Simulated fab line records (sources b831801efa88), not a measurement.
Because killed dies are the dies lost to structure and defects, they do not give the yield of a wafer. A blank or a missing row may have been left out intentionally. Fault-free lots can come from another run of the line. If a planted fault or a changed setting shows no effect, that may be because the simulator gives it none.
Comparing a struck lot with a sound one	flow sky130	16 out of 708 route steps
Sound: the wafers L588.3, L588.4, L588.5. Wafers L595.1, L595.4, L595.6 were the ones struck. At the end, the cause is stated.
For every step that has rows: the tool of each side, followed by ch and its chambers, followed by its first start. Under that, the readings that differ: sound wafers	struck wafers	difference of the means	sigmas: that difference in standard deviations of wafers without a fault.
alike: words and numbers the same on both sides, and readings whose means are apart by under 2 such deviations; not compared: readings that were withheld, readings missing a value for some wafer, numbers with overlapping values and no deviation given by the record, and bounds like >300 which may hide the same value.
A row with sigmas, a row that says differs or no value, or rows on one side alone: a step with any of these is where the two part. Numbers that have no deviation but don't overlap get no sigmas and don't part them. A reading missing from all wafers of one side parts the sides only when that side holds two or more wafers.

SKY_LDD_P_OVL_MEAS_08:
  sound on overlay-01 at day 23 12:40; struck on overlay-01 at day 26 03:43
  alike: LDD_P_OVL
then, 1 step without rows for these wafers: SKY_LDD_P_IMPLANT_09.
SKY_LDD_P_STRIP_10: strips in O2/N2.
  sound on plasma-asher-03 ch 0,1, day 23 12:53; struck on plasma-asher-03 ch 0,1, day 26 03:53
  alike: drypump-motor-current-A, oes-product-au, strip-time-to-endpoint-s
  not compared: rf-hours-counter-h
SKY_LDD_P_TW_MEAS_11:
  sound on film-metro-04 at day 23 12:58; struck on film-metro-04 at day 26 03:59
  alike: LDD_P_TW
then, 7 steps without rows for these wafers: SKY_LDD_HVN_DEHYDRATE_00 (time 60 s); SKY_LDD_HVN_HMDS_01 (prime time 60 s); SKY_LDD_HVN_COAT_02 (resist thk 300 nm); SKY_LDD_HVN_SOFTBAKE_03 (time 60 s); SKY_LDD_HVN_EXPOSE_04 (exposes mask HVNTM, target cd 700 nm); SKY_LDD_HVN_PEB_05; SKY_LDD_HVN_DEVELOP_06 (develop time 60 s).
SKY_LDD_HVN_OVL_MEAS_07:
  sound on overlay-02 at day 24 18:24; struck on overlay-02 at day 27 09:17
  alike: LDD_HVN_OVL
SKY_LDD_HVN_IMPLANT_08:
  sound on implanter-02 ch 0, day 24 18:28; struck on implanter-01 ch 0, day 27 09:19
reading	sound	struck	difference	sigmas
dose-ions-cm2	3.0005e+13 3.0011e+13 3.0018e+13	1.8826e+13 1.8862e+13 1.8819e+13	-1.1176e+13	-99 or more
faraday-current-uA	171 170 171	105 107 108	-64	-19
SKY_LDD_HVN_STRIP_09: strips in O2/N2.
  sound on plasma-asher-01 ch 0,1, day 24 18:37; struck on plasma-asher-04 ch 0,1, day 27 09:28
  alike: drypump-motor-current-A, oes-product-au, strip-time-to-endpoint-s
  not compared: rf-hours-counter-h
SKY_LDD_HVN_TW_MEAS_10:
  sound on film-metro-02 at day 24 18:41; struck on film-metro-02 at day 27 09:48
reading	sound	struck	difference	sigmas
LDD_HVN_TW	1433 1435 1435	1229 1230 1238	-202	-9
  not compared: hold
-- here the record skips 23 days between the struck wafers' starts before and after, leaving off in module LDD_HVN and picking up in module PAD_OPEN (first step shown: number 708 of the route) --
SKY_PAD_OPEN_PROBE_99:
  sound on prober-01 at day 48 19:55; struck on prober-02 at day 50 11:29
reading	sound	struck	difference	sigmas
model.etest.tip_n_5v.rs-ohm-sq	1389 1388 1391	2009 2000 1994	+612	
model.etest.nfet-g5v0d10v5.r-on-ohm-um	1879 1868 1876	1994 1993 1975	+113	
model.etest.tip_n_5v.rs-ohm-sq-range	41.07 31.82 29.24	64.58 68.75 88.29	+39.83	
model.etest.nfet-g5v0d10v5.drive-ua-um	613.3 615.5 621.4	571.3 579 579.5	-40.1	
model.etest.nfet_05v0_nvt.drive-ua-um	583.1 585.3 589	559.1 560.2 564.5	-24.5	
model.etest.ring_5v.delay-ps	45.13 44.67 44.75	45.66 45.58 45.55	+0.75	
model.etest.nfet-g5v0d10v5.vt-sat-v (V)	0.7525 0.7622 0.7615	0.7972 0.7967 0.8032	+0.0403	
  alike: killed_at_M0_to_M3, killed_at_M4_up, killed-at-contacts, killed-at-front-end, killed-at-other, killed-dies, killed-on-rim, killed-open, killed-short

WHERE THEY PART
Earliest at SKY_LDD_HVN_IMPLANT_08; latest, in this record, at SKY_LDD_HVN_TW_MEAS_10. Later steps at which nothing parts them and some readings are alike: SKY_PAD_OPEN_PROBE_99.

WHY: what had been put in by the simulator
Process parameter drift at SKY_LDD_HVN_IMPLANT_08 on implanter-01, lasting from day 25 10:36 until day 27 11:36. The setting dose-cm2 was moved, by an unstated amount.
